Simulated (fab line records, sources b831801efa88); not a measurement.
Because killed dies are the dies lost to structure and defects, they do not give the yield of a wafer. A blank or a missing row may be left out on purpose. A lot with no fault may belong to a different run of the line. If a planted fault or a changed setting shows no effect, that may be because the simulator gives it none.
Struck lot and sound lot, side by side + flow sky130 + 15 steps out of a route of 708
Sound: these wafers, L195.1, L195.3, L195.4. The struck wafers were L197.2, L197.5, L197.6. At the end, the cause is stated.
For every step that has rows: the tool of each side, followed by ch and its chambers, followed by its first start. Under that, the readings that differ: sound wafers + struck wafers + difference of the means + sigmas: that difference in standard deviations of wafers without a fault.
alike: readings with means less than 2 such deviations apart, plus words and numbers identical on both sides. not compared: withheld readings, readings lacking a value on some wafer, bounds such as >300 that could conceal the same value, and numbers that have no deviation in the record and whose values overlap.
The two part at a step that has a row with sigmas, a row that says differs or no value, or rows on one side only. Numbers that don't overlap but have no deviation are shown without sigmas and don't part them. A reading that every wafer of one side lacks parts them only if that side has two wafers or more.

SKY_LDD_LDN_TW_MEAS_13:
  sound on film metro-04, day 25 21:49; struck on film metro-02, day 26 16:28
  alike: LDD_LDN_TW
then, 2 steps without rows for these wafers: SKY_LDD_LDN_CLEAN_14 (cleans in SC1/SC2, time 150 s); SKY_SPACER_CVD_00 (deposits Si3N4 from DCS/NH3, target thk 43.1 nm, time 740 s).
SKY_SPACER_THK_MEAS_01:
  sound on film metro-02, day 26 00:04; struck on film metro-04, day 26 19:04
  alike: SPACER_CVD_00_THK
SKY_SPACER_ETCHBACK_02: etches Si3N4 in CH3F/O2, stops on SiO2, time 46.7 s, target depth 45 nm.
  sound on rie diel-01 ch 0,1,3, day 26 00:07; struck on rie diel-01 ch 0,3, day 26 19:07
  alike: drypump motor current A, oes product au, rf fwd power W, throttle valve pct
  not compared: rf hours counter h
then, 7 steps without rows for these wafers: SKY_POLY_CUT_DEHYDRATE_00 (time 60 s); SKY_POLY_CUT_HMDS_01 (prime time 60 s); SKY_POLY_CUT_COAT_02 (resist thk 60 nm); SKY_POLY_CUT_COAT_03 (resist thk 450 nm); SKY_POLY_CUT_SOFTBAKE_04 (time 90 s); SKY_POLY_CUT_EXPOSE_05 (exposes mask NPCM, target cd 270 nm); SKY_POLY_CUT_PEB_06.
SKY_POLY_CUT_DEVELOP_07: develop time 60 s.
  sound on litho track-02 ch 0, day 27 04:00; struck on litho track-01 ch 0, day 27 23:00
| reading              | sound             | struck            | difference | sigmas |
|----------------------|-------------------|-------------------|------------|--------|
| developer temp C (C) | 21.04 21.12 20.98 | 21.72 21.65 22.01 | +0.75      | +8     |
  alike: chill plate temp C
SKY_POLY_CUT_CD_MEAS_08: target cd 270 nm.
  sound on cd sem-02, day 27 04:45; struck on cd sem-02, day 27 23:33
  alike: cd nm
-- the record jumps here: 21 days lie between the struck wafers' starts before and after (it left off in module POLY_CUT and takes up again in module PAD_OPEN, whose first step shown is number 708 of the route) --
SKY_PAD_OPEN_PROBE_99:
  sound on prober-02, day 47 21:16; struck on prober-02, day 48 14:18
  alike: killed_at_M0_to_M3, killed_at_M4_up, killed at contacts, killed at front end, killed at other, killed dies, killed open, killed short

== WHERE THEY PART ==
Within this record, at SKY_POLY_CUT_DEVELOP_07 only. Later steps at which nothing parts them and some readings are alike: SKY_POLY_CUT_CD_MEAS_08, SKY_PAD_OPEN_PROBE_99.

WHY: what had been put in by the simulator
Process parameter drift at SKY_POLY_CUT_DEVELOP_07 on litho track-01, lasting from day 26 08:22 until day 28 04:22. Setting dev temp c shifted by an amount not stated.
